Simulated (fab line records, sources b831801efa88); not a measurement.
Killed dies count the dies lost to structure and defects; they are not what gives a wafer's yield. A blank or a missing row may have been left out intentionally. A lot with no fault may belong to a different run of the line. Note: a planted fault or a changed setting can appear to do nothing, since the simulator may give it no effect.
Chamber matching | flow sky130 | cmp-02 running SKY_VIA3_CMP_02: 4 sister chambers
The step polishes SiO2. 8 wafers are shown with their chamber, then 12 later ones without.

## WAFERS, EACH WITH ITS CHAMBER
wafer  | chamber | motor_current_A (A) | slurry_flow_ml_min
L079.2 | 0       | 12.3                | 150.3
L078.3 | 0       | 12.6                | 149.7
L087.1 | 1       | 9.0                 | 149.9
L087.3 | 2       | 12.1                | 150.1
L087.4 | 3       | 11.4                | 148.9
L090.2 | 3       | 11.1                | 150.3
L090.3 | 1       | 9.5                 | 149.4
L090.4 | 2       | 11.7                | 149.5

## WAFERS WITHOUT THEIR CHAMBER
wafer  | motor_current_A (A) | slurry_flow_ml_min
L091.4 | 11.9                | 149.8
L091.5 | 9.3                 | 150.3
L091.6 | 12.1                | 150.3
L092.3 | 10.8                | 149.3
L092.4 | 11.9                | 149.6
L092.6 | 8.3                 | 150.1
L094.2 | 12.1                | 150.0
L094.3 | 12.5                | 150.5
L094.6 | 12.1                | 149.9
L095.2 | 10.9                | 150.4
L095.3 | 11.8                | 149.6
L095.6 | 8.9                 | 150.1

## WHICH CHAMBER EACH ONE RAN IN
wafer  | from the rows above          | in truth
L091.4 | 2                            | 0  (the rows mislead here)
L091.5 | 1                            | 1
L091.6 | can't be placed: 2 or 0      | 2
L092.3 | 3                            | 3
L092.4 | can't be placed: 2 or 0      | 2
L092.6 | 1                            | 1
L094.2 | can't be placed: 2 or 0      | 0
L094.3 | can't be placed: 0 or 2      | 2
L094.6 | can't be placed: 2 or 0      | 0
L095.2 | can't be placed: 3 or 2      | 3
L095.3 | can't be placed: 2 or 3 or 0 | 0
L095.6 | 1                            | 1
4 of 12 placed correctly. Not placeable from these rows: 7 (in 7, the candidates include the true chamber). Placed wrongly: 1.
How it was worked out, from the rows above alone: a wafer's distance from a chamber is the root of the sum, over the readings, of the square of ((its reading less the chamber's mean) divided by the reading's scatter). The wafer belongs to the nearest chamber; if the next one is less than 2 further off, it can't be placed. A chamber's mean is the mean of its shown wafers. How the scatter is found: for the shown wafers, subtract from each reading the mean of its chamber, square and add these, divide the total by (wafers less chambers), then take the root.
